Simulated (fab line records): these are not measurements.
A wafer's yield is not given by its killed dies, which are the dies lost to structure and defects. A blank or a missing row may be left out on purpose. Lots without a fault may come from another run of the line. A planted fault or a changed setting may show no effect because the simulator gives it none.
Chamber matching ; flow gf180mcu ; 4 sister chambers for GF_V3_ETCH_16 on rie-diel-03
The step etches BARC in N2/H2. 4 wafers are shown with their chamber, then 11 later ones without.

== WAFERS WITH THEIR CHAMBER ==
wafer;chamber;drypump-motor-current-A (A)
L090.3;0;5.1
L091.2;3;6.6
L091.4;2;5.1
L093.4;1;5.1

== WAFERS WHOSE CHAMBER IS MISSING ==
wafer;drypump-motor-current-A (A)
L093.5;5.1
L093.6;6.6
L094.2;5.0
L094.3;6.6
L094.4;5.1
L095.2;5.1
L095.4;5.1
L095.5;6.6
L096.2;5.0
L096.3;6.6
L096.5;5.1

== CHAMBER TAKEN BY EACH ==
wafer;from the rows above;in truth
L093.5;can't be placed: 0 or 1 or 2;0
L093.6;3;3
L094.2;can't be placed: 0 or 1 or 2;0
L094.3;3;3
L094.4;can't be placed: 0 or 1 or 2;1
L095.2;can't be placed: 0 or 1 or 2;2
L095.4;can't be placed: 0 or 1 or 2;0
L095.5;3;3
L096.2;can't be placed: 0 or 1 or 2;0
L096.3;3;3
L096.5;can't be placed: 0 or 1 or 2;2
Correctly placed: 4 of 11. Unplaceable from these rows: 7, with the true chamber sitting among the candidates in 7. Placed wrongly: 0.
How it was worked out, from the rows above alone: a wafer's distance from a chamber is the root of the sum, over the readings, of the square of ((its reading less the chamber's mean) divided by the reading's scatter). The wafer belongs to the nearest chamber; if the next one is less than 2 further off, it can't be placed. For every chamber, the mean is computed from those of its wafers that are shown. The scatter: with one shown wafer a chamber, the root of the mean of the squares of how far each hidden wafer lies from its nearest shown one.
